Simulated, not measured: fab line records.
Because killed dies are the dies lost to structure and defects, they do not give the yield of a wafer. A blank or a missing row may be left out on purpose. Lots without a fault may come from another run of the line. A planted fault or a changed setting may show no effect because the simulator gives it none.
Struck lot and sound lot, side by side    flow sky130    14 out of 708 route steps
Sound: the wafers L323.2, L323.4, L323.5. The struck wafers were L320.1, L320.3, L320.6. The cause is named last.
For every step that has rows: the tool of each side, followed by ch and its chambers, followed by its first start. Under that, the readings that differ: sound wafers    struck wafers    difference of the means    sigmas: that difference in standard deviations of wafers without a fault.
alike: a reading whose means differ by less than 2 such deviations, as well as words and numbers matching on both sides. not compared: withheld readings; readings where some wafer has no value; bounds like >300 that might hide an equal value; numbers whose values overlap and for which the record gives no deviation.
Wherever a step has rows on one side only, a row that says differs or no value, or a row with sigmas, the two part there. Numbers that don't overlap but have no deviation are shown without sigmas and don't part them. Lack of a reading on every wafer of one side parts them only where that side has two or more wafers.

SKY_VIA3_ETCH_15: etches SiO2 in C4F8/O2/Ar, stops on TiN, target depth 507 nm, time 78 s.
  sound on rie-diel-02 ch 0,2, day 42 06:07; struck on rie-diel-03 ch 1,2,3, day 40 23:52
  alike: oes-product-au
  not compared: rf-hours-counter-h
SKY_VIA3_STRIP_16: strips in O2/N2.
  sound on plasma-asher-03 ch 0,1, day 42 06:11; struck on plasma-asher-03 ch 0, day 40 23:55
  alike: drypump-motor-current-A, o2-flow-sccm, oes-product-au, strip-time-to-endpoint-s
  not compared: rf-hours-counter-h
then, 3 steps without rows for these wafers: SKY_VIA3_STRIP_17 (strips in post etch residue remover, time 1200 s); SKY_VIA3_CLEAN_18 (cleans in IPA, time 180 s); SKY_VIA3_CLEAN_19 (cleans in O3/DIW).
SKY_VIA3_SPUTTER_20: material TiN, target thk 20 nm, time 80 s.
  sound: pvd-sputter-04 at day 42 06:46; struck: pvd-sputter-02 at day 41 00:55
  alike: cathode-dc-power-W, chamber-pressure-pa, throttle-valve-pct
then, 1 step without rows for these wafers: SKY_VIA3_CVD_21 (deposits W, target thk 390 nm, time 117.31 s).
SKY_VIA3_RS_MEAS_22: a four-point-probe measurement.
  sound: film-metro-02 at day 42 06:59; struck: film-metro-02 at day 41 01:06
  alike: VIA3_W_RS
SKY_VIA3_THK_MEAS_23: measures by xrf.
  sound: film-metro-02 at day 42 07:05; struck: film-metro-02 at day 41 01:13
  alike: VIA3_W_THK
then, 1 step without rows for these wafers: SKY_VIA3_CMP_24 (polishes, stops on SiO2, t overpolish 20 s, target thk 0 nm).
SKY_METAL4_SPUTTER_00: material Ti, target thk 15 nm, time 10 s.
  sound: pvd-sputter-01 at day 42 07:29; struck: pvd-sputter-01 at day 41 01:35
  alike: cathode-dc-power-W, chamber-pressure-pa, throttle-valve-pct
then, 1 step without rows for these wafers: SKY_METAL4_SPUTTER_01 (material TiN, target thk 20 nm, time 16.7 s).
SKY_METAL4_SPUTTER_02: material AlCu, target thk 735 nm, time 39.1 s.
  sound: pvd-sputter-01 at day 42 07:32; struck: pvd-sputter-01 at day 41 01:37
  no value came back on the struck wafers for cathode-dc-power-W (W), chamber-pressure-pa (Pa), throttle-valve-pct (%); on the sound wafers cathode-dc-power-W (W) reads 10602 10601 10601
SKY_METAL4_SPUTTER_03: material Ti, target thk 5 nm, time 3.3 s.
  sound: pvd-sputter-01 at day 42 07:34; struck: pvd-sputter-01 at day 41 01:40
  alike: cathode-dc-power-W, chamber-pressure-pa, throttle-valve-pct

## WHERE THEY PART
Only at SKY_METAL4_SPUTTER_02, within this record. Later steps at which nothing parts them and some readings are alike: SKY_METAL4_SPUTTER_03.

WHY: what the simulator had put in
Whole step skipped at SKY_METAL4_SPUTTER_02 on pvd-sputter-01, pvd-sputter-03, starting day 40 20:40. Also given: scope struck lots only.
